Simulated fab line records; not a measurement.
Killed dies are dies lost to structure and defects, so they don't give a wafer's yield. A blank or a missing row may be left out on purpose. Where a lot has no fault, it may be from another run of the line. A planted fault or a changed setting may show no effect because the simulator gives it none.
fab line records	flow gf180mcu
record: lots: 24	wafers: 72	lastDay: 34
route steps=602 shown M1@315 V1@350 M4@472 TOP_METAL@567 PASSIVATION@598
lots that met no fault: taken from a fault-free run of the same line
startH: hours from the record's opening day to when the first of the lot's shown wafers began	waitH: how many hours have passed since the lot's step before this one	" the same as in the row above	L1.1+2: a single row standing in for several wafers	- no value, or no start given	* or withheld: withheld	< > ~ a bound
route shown NAME@n: names a module that has steps shown in the file, with the first one's number in the route	usual: the fault-free wafers' mean and standard deviation	same: alike in all rows	chamber/n: place in a boat	sites: readings site by site	_std_site: how widely they spread, as a standard deviation	_edge_site: the outer-site mean with the inner-site mean subtracted	radiusMm: for every site, how far away it sits from the centre of the wafer	mask NAME#n: copy n	behind: the tool/chamber that last shaped the wafer	hold: what put the lot on hold/how long, in hours/how the hold closed	device: names the non-switching transistor (n, p or np)	end of line: the tests these same wafers got at the end of their route	a step with no rows: only its recipe	killed: count of dies lost to structure and defects at first sort (not the wafer's yield)	map: a wafer's dies, x killed, . not, _ none there
set.NAME: the run value of the setting; set.NAME@STEP: its run value at that earlier step	model.NAME: the simulator's own value behind a step, which no gauge read
route steps across a sampled set of lots; one table per step, one row per wafer
services: the hour from which a tool's chamber was out of use, counted from the record's first day as startH (under 0 if before that day), plus the number of hours and why
== steps ==
step: GF_M1_SPUTTER_00
recipe: material: Ti	targetThkNm: 37.5	arrivingIonEnergyEv: 80	substrateTempC: 200	chamberPressurePa: 2	powerW: 4000	timeS: 150
usual: throttleValvePct: 30.4/1.1
same: timeS: 150
lot.wafer	tool	chamber	startH	waitH	throttleValvePct
L074.2	pvdSputter-03	-	365.77	0.2	31.1
L074.3	"	-	"	"	31.0
L074.6	"	-	"	"	29.7
L075.1	pvdSputter-03	-	370.66	0.2	29.8
L075.5	"	-	"	"	31.0
L075.6	"	-	"	"	30.9
L076.4	pvdSputter-04	-	386.93	0.2	31.3
L076.5	"	-	"	"	28.0
L076.6	"	-	"	"	32.3
L077.1	pvdSputter-04	-	394.16	0.2	31.3
L077.3	"	-	"	"	27.9
L077.5	"	-	"	"	28.0
L079.1	pvdSputter-03	-	405.98	0.1	30.3
L079.2	"	-	"	"	30.7
L079.3	"	-	"	"	31.4
L078.2	pvdSputter-03	-	409.93	0.1	31.0
L078.5	"	-	"	"	31.0
L078.6	"	-	"	"	30.7
L080.2	pvdSputter-04	-	416.76	0.1	28.1
L080.4	"	-	"	"	31.5
L080.5	"	-	"	"	28.0
L081.2	pvdSputter-03	-	426.00	0.1	30.5
L081.3	"	-	"	"	30.7
L081.4	"	-	"	"	29.6
L082.2	pvdSputter-03	-	438.72	0.1	31.0
L082.5	"	-	"	"	30.8
L082.6	"	-	"	"	30.9
L083.1	pvdSputter-03	-	446.24	0.1	30.4
L083.3	"	-	"	"	30.9
L083.6	"	-	"	"	29.8
L084.2	pvdSputter-04	-	453.73	0.2	27.9
L084.3	"	-	"	"	31.6
L084.4	"	-	"	"	32.4
L085.1	pvdSputter-03	-	462.56	0.1	29.9
L085.2	"	-	"	"	30.7
L085.6	"	-	"	"	30.5
L086.1	pvdSputter-04	-	469.17	0.1	27.9
L086.3	"	-	"	"	32.0
L086.6	"	-	"	"	28.0
L087.1	pvdSputter-01	-	477.31	0.2	29.0
L087.2	"	-	"	"	31.6
L087.6	"	-	"	"	29.2
L088.2	pvdSputter-04	-	486.14	0.2	31.2
L088.5	"	-	"	"	31.2
L088.6	"	-	"	"	28.0
L089.3	pvdSputter-01	-	492.32	0.1	30.3
L089.4	"	-	"	"	31.3
L089.6	"	-	"	"	28.8
L090.2	pvdSputter-03	-	502.93	0.2	29.9
L090.3	"	-	"	"	30.7
L090.4	"	-	"	"	30.5
L091.1	pvdSputter-03	-	514.23	0.1	30.3
L091.4	"	-	"	"	31.0
L091.6	"	-	"	"	30.4
L092.1	pvdSputter-04	-	518.51	0.1	28.1
L092.3	"	-	"	"	29.5
L092.6	"	-	"	"	32.3
L093.2	pvdSputter-01	-	523.85	0.2	30.5
L093.5	"	-	"	"	31.5
L093.6	"	-	"	"	30.7
L094.2	pvdSputter-03	-	535.16	0.1	29.6
L094.3	"	-	"	"	30.9
L094.6	"	-	"	"	31.1
L095.2	pvdSputter-03	-	543.73	0.2	30.0
L095.3	"	-	"	"	30.3
L095.4	"	-	"	"	31.2
L096.3	pvdSputter-03	-	549.85	0.2	30.7
L096.4	"	-	"	"	31.3
L096.5	"	-	"	"	31.0
L097.1	pvdSputter-01	-	562.47	0.1	30.7
L097.3	"	-	"	"	30.5
L097.4	"	-	"	"	31.5
step: GF_V1_OVL_MEAS_15
usual: V1_OVL: -4/5
lot.wafer	tool	chamber	startH	waitH	V1_OVL[nm]
L074.2	overlay-01	-	411.98	0.1	-15
L074.3	"	-	"	"	-10
L074.6	"	-	"	"	-7
L075.1	overlay-01	-	418.23	0.1	-10
L075.5	"	-	"	"	-1
L075.6	"	-	"	"	-7
L076.4	overlay-01	-	435.45	0.1	-10
L076.5	"	-	"	"	-5
L076.6	"	-	"	"	-15
L077.1	overlay-01	-	443.73	0.1	-2
L077.3	"	-	"	"	-5
L077.5	"	-	"	"	-10
L079.1	overlay-01	-	455.45	0.1	-9
L079.2	"	-	"	"	-3
L079.3	"	-	"	"	0
L078.2	overlay-01	-	459.78	0.1	-4
L078.5	"	-	"	"	1
L078.6	"	-	"	"	-6
L080.2	overlay-02	-	467.33	0.1	-4
L080.4	"	-	"	"	-5
L080.5	"	-	"	"	-3
L081.2	overlay-02	-	476.93	0.1	-4
L081.3	"	-	"	"	3
L081.4	"	-	"	"	7
L082.2	overlay-01	-	489.17	0.1	-3
L082.5	"	-	"	"	2
L082.6	"	-	"	"	-1
L083.1	overlay-01	-	496.51	0.1	2
L083.3	"	-	"	"	-12
L083.6	"	-	"	"	1
L084.2	overlay-01	-	504.37	0.1	-8
L084.3	"	-	"	"	-6
L084.4	"	-	"	"	-2
L085.1	overlay-01	-	513.13	0.1	-2
L085.2	"	-	"	"	-1
L085.6	"	-	"	"	-4
L086.1	overlay-01	-	519.18	0.1	-4
L086.3	"	-	"	"	-7
L086.6	"	-	"	"	-8
L087.1	overlay-01	-	526.63	0.1	1
L087.2	"	-	"	"	-5
L087.6	"	-	"	"	-2
L088.2	overlay-01	-	534.36	0.1	1
L088.5	"	-	"	"	-7
L088.6	"	-	"	"	-2
L089.3	overlay-01	-	541.57	0.1	1
L089.4	"	-	"	"	5
L089.6	"	-	"	"	6
L090.2	overlay-01	-	552.18	0.1	2
L090.3	"	-	"	"	0
L090.4	"	-	"	"	4
L091.1	overlay-01	-	561.63	0.1	0
L091.4	"	-	"	"	-15
L091.6	"	-	"	"	-7
L092.1	overlay-01	-	566.48	0.1	0
L092.3	"	-	"	"	-2
L092.6	"	-	"	"	-1
L093.2	overlay-02	-	571.53	0.1	-3
L093.5	"	-	"	"	-6
L093.6	"	-	"	"	-9
L094.2	overlay-01	-	580.56	0.1	6
L094.3	"	-	"	"	-1
L094.6	"	-	"	"	1
L095.2	overlay-01	-	590.11	0.1	-3
L095.3	"	-	"	"	-6
L095.4	"	-	"	"	-7
L096.3	overlay-01	-	595.39	0.1	0
L096.4	"	-	"	"	-7
L096.5	"	-	"	"	0
L097.1	overlay-01	-	607.53	0.1	-4
L097.3	"	-	"	"	5
L097.4	"	-	"	"	-5
step: GF_M4_METAL_ETCH_16
recipe: chemistry: Cl2/BCl3	maskMaterial: KrF	targetDepthNm: 627.5	stopOn: SiO2	pressureMtorr: 8	icpW: 800	biasW: 140	Cl2_flow_sccm: 80	bcl3FlowSccm: 40	timeS: 104.6
usual: drypumpMotorCurrentA: 5.7/0.41	mfcCl2Sccm: 79.99/0.23	oesProductAu: 0.969/0.0071	throttleValvePct: 28.254/0.011
same: timeS: 104.6
lot.wafer	tool	chamber	startH	waitH	drypumpMotorCurrentA	mfcCl2Sccm	oesProductAu	rfHoursCounterH	throttleValvePct
L074.2	rieMetal-03	0	541.51	0.0	5.7	80.21	0.967	2	28.248
L074.3	"	1	"	"	5.4	80.27	0.975	-	28.242
L074.6	"	0	"	"	5.7	79.92	0.977	-	28.254
L075.1	rieMetal-02	1	546.03	0.0	6.2	80.24	0.975	6	28.246
L075.5	"	1	"	"	6.2	80.13	0.957	-	28.270
L075.6	"	0	"	"	5.4	79.89	0.972	-	28.251
L076.4	rieMetal-01	1	564.34	0.1	5.2	79.67	0.962	-	28.275
L076.5	"	1	"	"	5.2	79.81	0.970	-	28.253
L076.6	"	1	"	"	5.2	79.80	0.965	-	28.260
L077.1	rieMetal-01	1	569.89	0.0	5.3	79.90	0.968	2	28.271
L077.3	"	1	"	"	5.2	80.14	0.964	-	28.245
L077.5	"	1	"	"	5.3	80.10	0.963	-	28.258
L079.1	rieMetal-03	1	580.71	0.0	5.4	79.60	0.968	0	28.273
L079.2	"	0	"	"	5.7	79.86	0.964	4	28.241
L079.3	"	1	"	"	5.4	80.16	0.972	-	28.251
L078.2	rieMetal-02	1	584.59	0.0	6.1	80.07	0.972	7	28.244
L078.5	"	1	"	"	6.2	80.14	0.961	-	28.261
L078.6	"	0	"	"	5.4	79.74	0.951	-	28.253
L080.2	rieMetal-03	0	590.51	0.0	5.7	79.91	0.966	4	28.250
L080.4	"	1	"	"	5.4	80.43	0.968	-	28.268
L080.5	"	0	"	"	5.7	79.98	0.964	-	28.261
L081.2	rieMetal-03	1	598.59	0.0	5.4	79.81	0.973	1	28.239
L081.3	"	0	"	"	5.7	80.21	0.972	-	28.248
L081.4	"	1	"	"	5.4	80.24	0.978	-	28.260
L082.2	rieMetal-01	1	610.13	0.0	5.2	79.92	0.953	3	28.269
L082.5	"	0	"	"	6.6	79.24	0.963	-	28.250
L082.6	"	1	"	"	5.2	79.90	0.965	-	28.247
L083.1	rieMetal-02	1	616.56	0.0	6.1	79.71	0.961	8	28.258
L083.3	"	0	"	"	5.4	80.09	0.960	-	28.266
L083.6	"	0	"	"	5.4	79.90	0.968	-	28.249
L084.2	rieMetal-02	1	623.11	0.0	6.2	79.99	0.964	8	28.239
L084.3	"	0	"	"	5.4	79.97	0.968	-	28.257
L084.4	"	1	"	"	6.2	80.04	0.965	-	28.255
L085.1	rieMetal-03	1	629.98	0.0	5.4	79.59	0.971	2	28.244
L085.2	"	0	"	"	5.7	80.04	0.973	5	28.249
L085.6	"	0	"	"	5.7	80.02	0.962	-	28.255
L086.1	rieMetal-02	0	637.33	0.0	5.4	80.43	0.971	3	28.258
L086.3	"	1	"	"	6.2	80.17	0.970	-	28.254
L086.6	"	0	"	"	5.4	80.35	0.970	-	28.258
L087.1	rieMetal-01	0	642.39	0.0	6.6	80.06	0.966	2	28.246
L087.2	"	1	"	"	5.3	79.81	0.966	5	28.258
L087.6	"	1	"	"	5.3	79.55	0.966	-	28.246
L088.2	rieMetal-03	0	648.03	0.0	5.7	80.12	0.969	5	28.263
L088.5	"	1	"	"	5.4	80.16	0.966	-	28.250
L088.6	"	0	"	"	5.7	79.91	0.962	-	28.265
L089.3	rieMetal-02	1	654.38	0.1	6.2	79.46	0.970	-	28.253
L089.4	"	0	"	"	5.4	79.93	0.973	-	28.254
L089.6	"	0	"	"	5.4	80.02	0.975	-	28.259
L090.2	rieMetal-02	1	664.64	0.0	6.1	80.10	0.969	10	28.236
L090.3	"	1	"	"	6.2	80.25	0.973	-	28.236
L090.4	"	0	"	"	5.4	79.90	0.965	-	28.257
L091.1	rieMetal-03	1	670.48	0.0	5.4	80.35	0.976	3	28.254
L091.4	"	1	"	"	5.4	79.69	0.974	-	28.251
L091.6	"	0	"	"	5.7	79.98	0.979	-	28.259
L092.1	rieMetal-02	1	676.89	0.0	6.2	79.84	0.971	10	28.266
L092.3	"	1	"	"	6.2	79.87	0.975	-	28.237
L092.6	"	0	"	"	5.4	80.31	0.977	-	28.274
L093.2	rieMetal-01	0	683.76	0.0	6.5	79.69	0.982	3	28.237
L093.5	"	1	"	"	5.2	79.96	0.969	-	28.266
L093.6	"	0	"	"	6.6	79.74	0.982	-	28.249
L094.2	rieMetal-02	1	687.78	0.0	6.1	79.75	0.958	10	28.276
L094.3	"	1	"	"	6.2	80.19	0.971	-	28.255
L094.6	"	1	"	"	6.2	79.94	0.964	-	28.245
L095.2	rieMetal-02	1	697.34	0.0	6.2	79.98	0.962	11	28.261
L095.3	"	1	"	"	6.2	80.22	0.975	-	28.247
L095.4	"	0	"	"	5.4	79.96	0.964	-	28.251
L096.3	rieMetal-02	1	702.47	0.1	6.2	80.27	0.973	-	28.242
L096.4	"	0	"	"	5.4	80.28	0.978	-	28.248
L096.5	"	1	"	"	6.2	79.90	0.979	-	28.238
L097.1	rieMetal-03	0	710.81	0.0	5.7	80.06	0.976	7	28.236
L097.3	"	1	"	"	5.4	79.94	0.969	-	28.251
L097.4	"	0	"	"	5.7	80.28	0.969	-	28.262
step: GF_TOP_METAL_SPUTTER_00
recipe: material: Ti	targetThkNm: 37.5	arrivingIonEnergyEv: 80	substrateTempC: 200	chamberPressurePa: 2	powerW: 4000	timeS: 150
usual: throttleValvePct: 30.3/0.75
same: timeS: 150
lot.wafer	tool	chamber	startH	waitH	throttleValvePct
L074.2	pvdSputter-03	-	632.72	0.1	29.8
L074.3	"	-	"	"	30.8
L074.6	"	-	"	"	30.9
L075.1	pvdSputter-03	-	638.42	0.1	29.6
L075.5	"	-	"	"	30.8
L075.6	"	-	"	"	30.0
L076.4	pvdSputter-02	-	652.61	0.2	29.2
L076.5	"	-	"	"	31.1
L076.6	"	-	"	"	29.3
L077.1	pvdSputter-03	-	658.35	0.1	30.4
L077.3	"	-	"	"	31.0
L077.5	"	-	"	"	30.4
L079.1	pvdSputter-03	-	667.45	0.2	29.8
L079.2	"	-	"	"	30.8
L079.3	"	-	"	"	31.1
L078.2	pvdSputter-03	-	671.72	0.1	31.1
L078.5	"	-	"	"	30.9
L078.6	"	-	"	"	29.9
L080.2	pvdSputter-02	-	677.71	0.2	29.3
L080.4	"	-	"	"	31.2
L080.5	"	-	"	"	31.1
L081.2	pvdSputter-03	-	685.33	0.2	31.1
L081.3	"	-	"	"	30.0
L081.4	"	-	"	"	30.6
L082.2	pvdSputter-02	-	695.14	0.2	30.1
L082.5	"	-	"	"	31.3
L082.6	"	-	"	"	29.2
L083.1	pvdSputter-02	-	701.39	0.1	30.1
L083.3	"	-	"	"	29.3
L083.6	"	-	"	"	29.2
L084.2	pvdSputter-01	-	706.09	0.2	30.8
L084.3	"	-	"	"	30.1
L084.4	"	-	"	"	31.5
L085.1	pvdSputter-01	-	712.90	0.2	31.4
L085.2	"	-	"	"	30.1
L085.6	"	-	"	"	30.6
L086.1	pvdSputter-02	-	719.34	0.1	29.4
L086.3	"	-	"	"	30.1
L086.6	"	-	"	"	29.3
L087.1	pvdSputter-02	-	724.09	0.1	31.3
L087.2	"	-	"	"	29.2
L087.6	"	-	"	"	31.3
L088.2	pvdSputter-02	-	728.51	0.1	29.4
L088.5	"	-	"	"	29.4
L088.6	"	-	"	"	31.1
L089.3	pvdSputter-03	-	733.39	0.1	29.9
L089.4	"	-	"	"	30.6
L089.6	"	-	"	"	30.8
L090.2	pvdSputter-01	-	745.50	0.1	31.5
L090.3	"	-	"	"	31.1
L090.4	"	-	"	"	30.3
L091.1	pvdSputter-01	-	748.20	0.1	29.2
L091.4	"	-	"	"	31.3
L091.6	"	-	"	"	30.2
L092.1	pvdSputter-02	-	755.62	0.2	29.0
L092.3	"	-	"	"	29.4
L092.6	"	-	"	"	31.2
L093.2	pvdSputter-03	-	760.32	0.2	30.4
L093.5	"	-	"	"	31.1
L093.6	"	-	"	"	30.7
L094.2	pvdSputter-02	-	763.42	0.1	29.2
L094.3	"	-	"	"	31.1
L094.6	"	-	"	"	29.3
L095.2	pvdSputter-03	-	772.20	0.2	30.3
L095.3	"	-	"	"	29.6
L095.4	"	-	"	"	30.7
L096.3	pvdSputter-01	-	778.40	0.1	29.1
L096.4	"	-	"	"	30.8
L096.5	"	-	"	"	30.3
L097.1	pvdSputter-02	-	784.37	0.2	29.1
L097.3	"	-	"	"	29.1
L097.4	"	-	"	"	31.1
step: GF_TOP_METAL_STRIP_17
recipe: chemistry: O2/N2	powerW: 1400	pressureMtorr: 1500	platenTempC: 250	o2FlowSccm: 3000	n2FlowSccm: 300	overashFraction: 0.5
usual: drypumpMotorCurrentA: 5.6/0.44	heaterPowerW: 327/36	oesProductAu: 0.710/0.0045	stripTimeToEndpointS: 13.24/0.093
lot.wafer	tool	chamber	startH	waitH	drypumpMotorCurrentA	heaterPowerW	oesProductAu	rfHoursCounterH	stripTimeToEndpointS
L074.2	plasmaAsher-01	0	652.96	0.1	5.8	384	0.708	105	13.30
L074.3	"	0	"	"	5.7	392	0.711	-	13.24
L074.6	"	1	"	"	6.2	290	0.707	-	13.22
L075.1	plasmaAsher-02	1	658.61	0.1	5.0	297	0.709	84	13.25
L075.5	"	0	"	"	5.6	340	0.710	-	13.30
L075.6	"	1	"	"	5.0	309	0.714	-	13.34
L076.4	plasmaAsher-02	0	672.42	0.1	5.6	339	0.706	-	13.26
L076.5	"	0	"	"	5.6	352	0.706	-	13.22
L076.6	"	1	"	"	5.0	294	0.719	-	13.23
L077.1	plasmaAsher-03	0	677.99	0.1	5.3	297	0.721	26	13.28
L077.3	"	1	"	"	5.9	289	0.705	-	13.36
L077.5	"	0	"	"	5.2	288	0.717	-	13.25
L079.1	plasmaAsher-02	1	686.34	0.1	5.0	295	0.712	87	13.13
L079.2	"	0	"	"	5.6	347	0.713	87	13.27
L079.3	"	1	"	"	5.0	297	0.720	-	13.11
L078.2	plasmaAsher-01	1	691.19	0.1	6.2	297	0.710	109	13.13
L078.5	"	1	"	"	6.2	289	0.711	-	13.23
L078.6	"	0	"	"	5.7	386	0.704	-	13.16
L080.2	plasmaAsher-01	0	696.74	0.1	5.8	399	0.718	110	13.12
L080.4	"	0	"	"	5.8	389	0.712	-	13.19
L080.5	"	1	"	"	6.2	285	0.718	-	13.23
L081.2	plasmaAsher-02	1	704.46	0.1	5.0	295	0.704	89	13.33
L081.3	"	0	"	"	5.6	345	0.707	-	13.29
L081.4	"	1	"	"	4.9	301	0.711	-	13.34
L082.2	plasmaAsher-02	1	713.36	0.1	5.0	296	0.710	90	13.24
L082.5	"	0	"	"	5.6	340	0.713	-	13.23
L082.6	"	1	"	"	5.0	304	0.709	-	13.36
L083.1	plasmaAsher-01	1	720.31	0.1	6.2	285	0.712	112	13.27
L083.3	"	0	"	"	5.7	389	0.713	-	13.24
L083.6	"	0	"	"	5.7	379	0.704	-	13.07
L084.2	plasmaAsher-02	0	724.29	0.1	5.6	359	0.705	92	13.20
L084.3	"	0	"	"	5.6	347	0.719	-	13.24
L084.4	"	1	"	"	5.0	299	0.716	-	13.13
L085.1	plasmaAsher-01	0	730.89	0.1	5.8	390	0.711	113	13.22
L085.2	"	1	"	"	6.2	291	0.709	113	13.23
L085.6	"	0	"	"	5.7	380	0.707	-	13.28
L086.1	plasmaAsher-02	1	736.64	0.1	4.9	296	0.709	93	13.10
L086.3	"	1	"	"	5.0	297	0.706	-	13.35
L086.6	"	0	"	"	5.6	352	0.699	-	13.09
L087.1	plasmaAsher-02	1	741.80	0.1	5.0	298	0.706	94	13.22
L087.2	"	0	"	"	5.6	354	0.708	94	13.22
L087.6	"	1	"	"	4.9	304	0.707	-	13.26
L088.2	plasmaAsher-01	0	746.79	0.1	5.7	383	0.707	2	13.34
L088.5	"	1	"	"	6.2	302	0.718	-	13.25
L088.6	"	0	"	"	5.7	384	0.708	-	13.39
L089.3	plasmaAsher-02	1	750.32	0.1	5.0	294	0.705	-	13.41
L089.4	"	0	"	"	5.6	352	0.699	-	13.18
L089.6	"	0	"	"	5.6	354	0.709	-	13.45
L090.2	plasmaAsher-01	0	761.80	0.1	5.7	385	0.711	3	13.24
L090.3	"	1	"	"	6.2	305	0.714	-	13.27
L090.4	"	0	"	"	5.8	380	0.707	-	13.33
L091.1	plasmaAsher-02	0	765.24	0.1	5.6	351	0.709	98	12.97
L091.4	"	1	"	"	5.0	300	0.709	-	13.05
L091.6	"	1	"	"	4.9	303	0.708	-	13.33
L092.1	plasmaAsher-01	0	771.89	0.1	5.7	384	0.707	5	13.30
L092.3	"	1	"	"	6.2	296	0.701	-	13.16
L092.6	"	0	"	"	5.7	381	0.702	-	13.28
L093.2	plasmaAsher-02	1	776.34	0.1	5.0	300	0.705	99	13.20
L093.5	"	0	"	"	5.6	350	0.710	-	13.37
L093.6	"	1	"	"	5.0	295	0.706	-	13.19
L094.2	plasmaAsher-01	0	779.39	0.1	5.7	374	0.714	6	13.36
L094.3	"	0	"	"	5.7	384	0.709	-	13.02
L094.6	"	1	"	"	6.2	300	0.711	-	13.04
L095.2	plasmaAsher-02	0	788.25	0.1	5.6	348	0.713	100	13.24
L095.3	"	0	"	"	5.6	344	0.706	-	13.24
L095.4	"	1	"	"	5.0	290	0.708	-	13.24
L096.3	plasmaAsher-03	0	794.07	0.1	5.2	291	0.712	-	13.34
L096.4	"	1	"	"	5.9	294	0.712	-	12.99
L096.5	"	0	"	"	5.2	301	0.705	-	12.97
L097.1	plasmaAsher-02	0	799.53	0.1	5.6	347	0.715	101	13.29
L097.3	"	0	"	"	5.6	351	0.718	-	13.13
L097.4	"	1	"	"	5.0	298	0.711	-	13.32
step: GF_PASSIVATION_ETCH_11
recipe: chemistry: CF4/O2	targetDepthNm: 1800	stopOn: TiN	sourceW: 800	biasW: 150	pressureMtorr: 150	cf4FlowSccm: 80	O2_flow_sccm: 10	timeS: 400
usual: cf4FlowSccm: 80.00/0.24	drypumpMotorCurrentA: 6.1/0.42	oesProductAu: 0.966/0.008	throttleValvePct: 5.961/0.009
same: timeS: 400
lot.wafer	tool	chamber	startH	waitH	cf4FlowSccm	drypumpMotorCurrentA	oesProductAu	rfHoursCounterH	throttleValvePct
L074.2	rieDiel-03	2	673.24	-	80.01	6.4	0.959	3	5.960
L074.3	"	0	"	"	79.97	6.6	0.946	6	5.968
L074.6	"	0	"	"	79.93	6.6	0.966	-	5.963
L075.1	rieDiel-04	3	678.39	-	79.63	6.3	0.959	10	5.954
L075.5	"	3	"	"	80.06	6.3	0.964	-	5.948
L075.6	"	2	"	"	79.82	6.3	0.982	-	5.981
L076.4	rieDiel-04	1	691.86	-	80.47	5.2	0.968	25	5.977
L076.5	"	2	"	"	80.06	6.3	0.975	-	5.949
L076.6	"	1	"	"	79.70	5.2	0.968	-	5.963
L077.1	rieDiel-03	2	697.54	-	79.54	6.5	0.956	4	5.967
L077.3	"	1	"	"	80.12	5.8	0.972	7	5.961
L077.5	"	1	"	"	79.75	5.8	0.973	-	5.972
L079.1	rieDiel-02	2	706.62	-	79.59	6.4	0.975	10	5.961
L079.2	"	3	"	"	80.12	5.4	0.956	11	5.948
L079.3	"	0	"	"	79.89	6.4	0.960	35	5.942
L078.2	rieDiel-04	0	710.14	-	79.89	6.0	0.973	6	5.981
L078.5	"	1	"	"	80.12	5.3	0.972	-	5.968
L078.6	"	2	"	"	80.61	6.3	0.977	-	5.967
L080.2	rieDiel-02	3	715.54	-	80.23	5.3	0.947	11	5.954
L080.4	"	0	"	"	80.07	6.4	0.959	36	5.956
L080.5	"	3	"	"	79.97	5.4	0.966	-	5.959
L081.2	rieDiel-02	0	723.24	-	80.13	6.4	0.954	36	5.965
L081.3	"	2	"	"	79.98	6.4	0.965	11	5.944
L081.4	"	1	"	"	80.00	5.9	0.965	32	5.963
L082.2	rieDiel-02	0	731.51	-	79.86	6.4	0.954	36	5.968
L082.5	"	3	"	"	80.13	5.3	0.965	-	5.965
L082.6	"	2	"	"	79.81	6.4	0.966	-	5.949
L083.1	rieDiel-02	1	738.72	-	80.14	5.9	0.965	32	5.957
L083.3	"	2	"	"	80.35	6.4	0.974	12	5.954
L083.6	"	0	"	"	80.08	6.4	0.975	-	5.940
L084.2	rieDiel-03	2	742.64	-	80.07	6.4	0.969	6	5.971
L084.3	"	0	"	"	79.80	6.6	0.965	8	5.963
L084.4	"	3	"	"	80.01	5.8	0.968	10	5.957
L085.1	rieDiel-04	3	749.02	-	79.46	6.3	0.955	13	5.954
L085.2	"	0	"	"	79.87	5.9	0.959	8	5.968
L085.6	"	0	"	"	80.01	5.9	0.976	-	5.968
L086.1	rieDiel-03	2	753.54	-	79.58	6.4	0.967	7	5.962
L086.3	"	3	"	"	80.25	5.8	0.952	11	5.947
L086.6	"	2	"	"	79.67	6.4	0.973	-	5.953
L087.1	rieDiel-03	3	759.04	-	80.38	5.8	0.964	11	5.968
L087.2	"	1	"	"	79.79	5.8	0.970	10	5.960
L087.6	"	3	"	"	80.13	5.8	0.969	-	5.967
L088.2	rieDiel-04	1	763.80	-	80.30	5.3	0.964	29	5.957
L088.5	"	0	"	"	80.21	6.0	0.972	-	5.971
L088.6	"	3	"	"	80.03	6.3	0.969	-	5.965
L089.3	rieDiel-03	1	766.84	-	80.09	5.8	0.955	10	5.961
L089.4	"	3	"	"	79.94	5.7	0.973	12	5.962
L089.6	"	1	"	"	79.91	5.8	0.957	-	5.970
L090.2	rieDiel-03	0	778.39	-	79.90	6.6	0.965	10	5.969
L090.3	"	2	"	"	79.96	6.4	0.958	8	5.956
L090.4	"	1	"	"	80.23	5.8	0.981	11	5.964
L091.1	rieDiel-04	3	781.52	-	80.03	6.3	0.963	15	5.960
L091.4	"	1	"	"	80.41	5.3	0.966	30	5.947
L091.6	"	2	"	"	79.99	6.3	0.979	-	5.956
L092.1	rieDiel-04	2	788.50	-	80.06	6.3	0.971	20	5.947
L092.3	"	1	"	"	79.95	5.2	0.966	30	5.955
L092.6	"	3	"	"	80.01	6.3	0.979	-	5.954
L093.2	rieDiel-04	0	792.77	-	80.03	6.0	0.960	11	5.960
L093.5	"	2	"	"	79.95	6.4	0.971	-	5.947
L093.6	"	3	"	"	79.95	6.3	0.978	-	5.953
L094.2	rieDiel-03	2	795.70	-	79.84	6.5	0.957	9	5.965
L094.3	"	0	"	"	79.67	6.7	0.963	11	5.971
L094.6	"	1	"	"	80.42	5.8	0.961	-	5.958
L095.2	rieDiel-04	1	803.92	-	80.25	5.2	0.967	31	5.955
L095.3	"	2	"	"	79.33	6.3	0.964	21	5.963
L095.4	"	0	"	"	79.47	6.0	0.971	11	5.955
L096.3	rieDiel-02	0	809.42	-	80.01	6.4	0.969	40	5.970
L096.4	"	0	"	"	79.95	6.4	0.957	-	5.958
L096.5	"	2	"	"	79.90	6.4	0.979	-	5.968
L097.1	rieDiel-02	0	814.99	-	80.18	6.4	0.958	40	5.941
L097.3	"	1	"	"	79.94	5.9	0.961	36	5.972
L097.4	"	1	"	"	80.35	5.9	0.975	-	5.947
== services ==
tool	chamber	startH	hours	kind
plasmaAsher-01	-	360.41	15.6	pm
rieDiel-04	2	403.17	4.5	repair
pvdSputter-03	-	467.58	21.1	repair
rieMetal-02	-	493.35	1.2	repair
pvdSputter-03	-	521.49	2.5	repair
rieDiel-04	1	522.36	5.2	repair
pvdSputter-01	-	528.56	4.4	repair
rieMetal-02	-	547.99	2.2	repair
plasmaAsher-02	-	557.60	2.5	repair
pvdSputter-01	-	587.82	0.8	repair
rieDiel-04	1	596.08	4.1	repair
rieDiel-04	-	597.62	14.6	pm
plasmaAsher-01	-	599.31	29.1	pm
rieMetal-02	-	620.73	1.4	pm
rieDiel-04	3	628.05	5.5	repair
rieDiel-04	3	644.78	4.0	repair
pvdSputter-03	-	668.18	1.5	repair
pvdSputter-02	-	690.67	2.6	repair
pvdSputter-03	-	736.90	12.9	repair
plasmaAsher-02	-	741.98	1.7	repair
pvdSputter-02	-	743.81	5.6	repair
pvdSputter-02	-	747.30	6.0	repair
pvdSputter-02	-	759.79	1.9	repair
plasmaAsher-02	-	771.90	2.6	repair
== key ==
fault none
